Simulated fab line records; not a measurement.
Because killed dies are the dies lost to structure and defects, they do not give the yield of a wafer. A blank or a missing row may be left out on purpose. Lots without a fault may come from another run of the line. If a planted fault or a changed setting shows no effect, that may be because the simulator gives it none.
Which tool is to blame? + flow gf180mcu + 12 lots, 36 wafers sampled, at 5 steps of a route of 602

WHAT THE GAUGES READ, wafer by wafer
GF_NSD_TW_MEAS_12. Usual: NSD_TW 4277, standard deviation 21.
| lot  | measured     | on            | NSD_TW         | flag |
|------|--------------|---------------|----------------|------|
| L515 | day 13 19:59 | film_metro-03 | 4271 4296 4290 |      |
| L519 | day 14 15:28 | film_metro-02 | 4289 4291 4273 |      |
| L520 | day 15 10:34 | film_metro-01 | 4255 4229 4244 |      |
| L522 | day 15 22:35 | film_metro-03 | 4278 4262 4298 |      |
| L524 | day 16 12:13 | film_metro-02 | 4310 4288 4278 |      |
| L527 | day 17 16:34 | film_metro-03 | 4307 4290 4313 |      |
| L528 | day 17 22:56 | film_metro-02 | 4251 4286 4259 |      |
| L529 | day 18 06:47 | film_metro-02 | 4265 4243 4256 |      |
| L533 | day 19 21:07 | film_metro-02 | 4278 4256 4261 |      |
| L536 | day 20 19:38 | film_metro-03 | 4264 4316 4297 |      |
| L537 | day 20 23:09 | film_metro-03 | 4300 4305 4315 |      |
| L538 | day 21 09:57 | film_metro-03 | 4260 4274 4279 |      |

GF_PSD_RS_MEAS_14: uses a four-point probe to measure. Usual: NSD_RS 46.41 ohm/sq, standard deviation 0.088.
| lot  | measured     | on            | NSD_RS (ohm/sq)   | flag |
|------|--------------|---------------|-------------------|------|
| L515 | day 14 17:34 | film_metro-03 | 46.42 46.34 46.32 |      |
| L519 | day 15 13:07 | film_metro-02 | 46.36 46.38 46.48 |      |
| L520 | day 16 08:41 | film_metro-03 | 46.48 46.57 46.47 |      |
| L522 | day 16 21:07 | film_metro-03 | 46.47 46.55 46.45 |      |
| L524 | day 17 10:45 | film_metro-02 | 46.49 46.46 46.59 |      |
| L527 | day 18 16:55 | film_metro-03 | 50.61 50.61 50.64 | OFF  |
| L528 | day 18 23:57 | film_metro-01 | 50.63 50.71 50.81 | OFF  |
| L529 | day 19 07:25 | film_metro-01 | 46.37 46.39 46.44 |      |
| L533 | day 20 21:21 | film_metro-03 | 46.49 46.48 46.49 |      |
| L536 | day 21 19:57 | film_metro-03 | 46.24 46.25 46.30 |      |
| L537 | day 21 23:23 | film_metro-02 | 46.46 46.36 46.31 |      |
| L538 | day 22 09:55 | film_metro-01 | 46.32 46.43 46.40 |      |

GF_PSD_RS_MEAS_15: uses a four-point probe to measure. Usual: PSD_RS 108.40 ohm/sq, standard deviation 0.29.
| lot  | measured     | on            | PSD_RS (ohm/sq)      | flag |
|------|--------------|---------------|----------------------|------|
| L515 | day 14 17:41 | film_metro-03 | 108.21 108.22 108.14 |      |
| L519 | day 15 13:14 | film_metro-02 | 108.60 108.31 108.35 |      |
| L520 | day 16 08:49 | film_metro-03 | 108.54 108.84 108.93 |      |
| L522 | day 16 21:14 | film_metro-03 | 108.45 108.26 108.35 |      |
| L524 | day 17 10:52 | film_metro-02 | 108.62 108.71 108.83 |      |
| L527 | day 18 17:02 | film_metro-03 | 131.37 131.77 131.12 | OFF  |
| L528 | day 19 00:04 | film_metro-01 | 131.52 131.80 131.86 | OFF  |
| L529 | day 19 07:32 | film_metro-01 | 108.68 108.50 108.69 |      |
| L533 | day 20 21:28 | film_metro-03 | 108.65 108.65 108.79 |      |
| L536 | day 21 20:04 | film_metro-03 | 107.97 107.61 107.69 |      |
| L537 | day 21 23:30 | film_metro-02 | 108.49 108.35 108.34 |      |
| L538 | day 22 10:02 | film_metro-01 | 108.62 108.20 108.44 |      |

EACH LOT AND THE TOOL THAT RAN IT (in order: tool; ch and the chambers of the sampled wafers; start)
| lot  | GF_PSD_STRIP_10                      | GF_PSD_RTA_13                    |
|------|--------------------------------------|----------------------------------|
| L515 | plasma_asher-03 ch 0,1, day 14 17:16 | rtp_anneal-01 ch 0, day 14 17:29 |
| L519 | plasma_asher-04 ch 0,1, day 15 12:48 | rtp_anneal-02 ch 0, day 15 13:01 |
| L520 | plasma_asher-01 ch 0,1, day 16 08:23 | rtp_anneal-02 ch 0, day 16 08:36 |
| L522 | plasma_asher-01 ch 0,1, day 16 20:49 | rtp_anneal-01 ch 0, day 16 21:02 |
| L524 | plasma_asher-03 ch 0,1, day 17 10:27 | rtp_anneal-02 ch 0, day 17 10:39 |
| L527 | plasma_asher-03 ch 0,1, day 18 16:37 | rtp_anneal-02 ch 0, day 18 16:50 |
| L528 | plasma_asher-01 ch 0,1, day 18 23:33 | rtp_anneal-02 ch 0, day 18 23:47 |
| L529 | plasma_asher-03 ch 0,1, day 19 07:07 | rtp_anneal-01 ch 0, day 19 07:20 |
| L533 | plasma_asher-01 ch 0,1, day 20 21:03 | rtp_anneal-01 ch 0, day 20 21:15 |
| L536 | plasma_asher-04 ch 0,1, day 21 19:39 | rtp_anneal-01 ch 0, day 21 19:52 |
| L537 | plasma_asher-01 ch 0,1, day 21 23:05 | rtp_anneal-01 ch 0, day 21 23:18 |
| L538 | plasma_asher-03 ch 0,1, day 22 09:35 | rtp_anneal-01 ch 0, day 22 09:48 |
- GF_PSD_STRIP_10: strips in O2/N2.
- GF_PSD_RTA_13: time 20 s.

WHAT THE TOOLS THEMSELVES READ (means of the sampled wafers that have a number; where no wafer has one, the mark that the record gives instead)
GF_PSD_STRIP_10. Usual: drypump_motor_current_A 5.5 A, standard deviation 0.39; heater_power_w 349 W, standard deviation 21; oes_product_au 0.592 a.u., standard deviation 0.0043; strip_time_to_endpoint_s 16.53 s, standard deviation 0.032.
| lot  | tool            | drypump_motor_current_A (A) | heater_power_w (W) | oes_product_au (a.u.) | strip_time_to_endpoint_s (s) | flag |
|------|-----------------|-----------------------------|--------------------|-----------------------|------------------------------|------|
| L515 | plasma_asher-03 | 5.6                         | 370                | 0.591                 | 16.49                        |      |
| L519 | plasma_asher-04 | 5.8                         | 333                | 0.591                 | 16.53                        |      |
| L520 | plasma_asher-01 | 5.5                         | 333                | 0.590                 | 16.53                        |      |
| L522 | plasma_asher-01 | 5.2                         | 334                | 0.592                 | 16.55                        |      |
| L524 | plasma_asher-03 | 5.6                         | 380                | 0.591                 | 16.54                        |      |
| L527 | plasma_asher-03 | 5.6                         | 373                | 0.589                 | 16.54                        |      |
| L528 | plasma_asher-01 | 5.5                         | 343                | 0.593                 | 16.46                        |      |
| L529 | plasma_asher-03 | 5.7                         | 361                | 0.593                 | 16.53                        |      |
| L533 | plasma_asher-01 | 5.5                         | 342                | 0.591                 | 16.50                        |      |
| L536 | plasma_asher-04 | 5.8                         | 335                | 0.594                 | 16.50                        |      |
| L537 | plasma_asher-01 | 5.2                         | 340                | 0.586                 | 16.52                        |      |
| L538 | plasma_asher-03 | 5.6                         | 371                | 0.591                 | 16.53                        |      |

GF_PSD_RTA_13. Usual: lamp_power_pct 32 %, standard deviation 3.7; wafer_temp_C_max 1029.7, standard deviation 1.3.
| lot  | tool          | lamp_power_pct (%) | wafer_temp_C_max | flag |
|------|---------------|--------------------|------------------|------|
| L515 | rtp_anneal-01 | 36                 | 1032.0           |      |
| L519 | rtp_anneal-02 | 28                 | 1028.3           |      |
| L520 | rtp_anneal-02 | 28                 | 1028.9           |      |
| L522 | rtp_anneal-01 | 36                 | 1030.6           |      |
| L524 | rtp_anneal-02 | 28                 | 1028.6           |      |
| L527 | rtp_anneal-02 | 26                 | 995.2            | OFF  |
| L528 | rtp_anneal-02 | 26                 | 995.1            | OFF  |
| L529 | rtp_anneal-01 | 36                 | 1031.3           |      |
| L533 | rtp_anneal-01 | 36                 | 1030.3           |      |
| L536 | rtp_anneal-01 | 36                 | 1029.3           |      |
| L537 | rtp_anneal-01 | 36                 | 1030.1           |      |
| L538 | rtp_anneal-01 | 36                 | 1030.6           |      |

THE ANSWER, worked out from the rows above alone
Rule: lot off if the mean of its wafers having a number is beyond 3 standard deviations from the usual mean. Also off: a lot with no number at a reading for which 4 or more lots have one. Any other lot the step has rows for is counted as sound. The gauges are gone through in route order, then the tools' own readings, and for those a lot's mean is taken as printed above. At the first step where some lot is off, the reading lying furthest off is the one used; lots without a number count as furthest.
Off: L527, L528, seen at GF_PSD_RS_MEAS_14 (NSD_RS).
A tool fits if, at a process step before that reading, it ran every lot that is off, and no sound lot after the first of them. Not tried: the gauges at GF_PSD_RS_MEAS_14; whatever is off there is also off at GF_PSD_RTA_13, on other tools, and gauge error can't account for it. One fits: GF_PSD_RTA_13 on rtp_anneal-02. A fault onset in the window from L524 (day 17 10:39, its last sound lot) to L527 (day 18 16:50, its first lot off) fits.
On the lots that are off, the tool's own readings at GF_PSD_RTA_13 differ by more than 5 times the standard deviation of the sound lots' means, which bears it out; wafer_temp_C_max reads 995.2 there versus 1030.0 on the sound lots.

WHAT THE SIMULATOR HAD PUT IN
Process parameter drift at GF_PSD_RTA_13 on rtp_anneal-02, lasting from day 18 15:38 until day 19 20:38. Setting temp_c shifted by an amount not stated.
Shown lots that were struck: L527, L528. This agrees with what the rule above found.
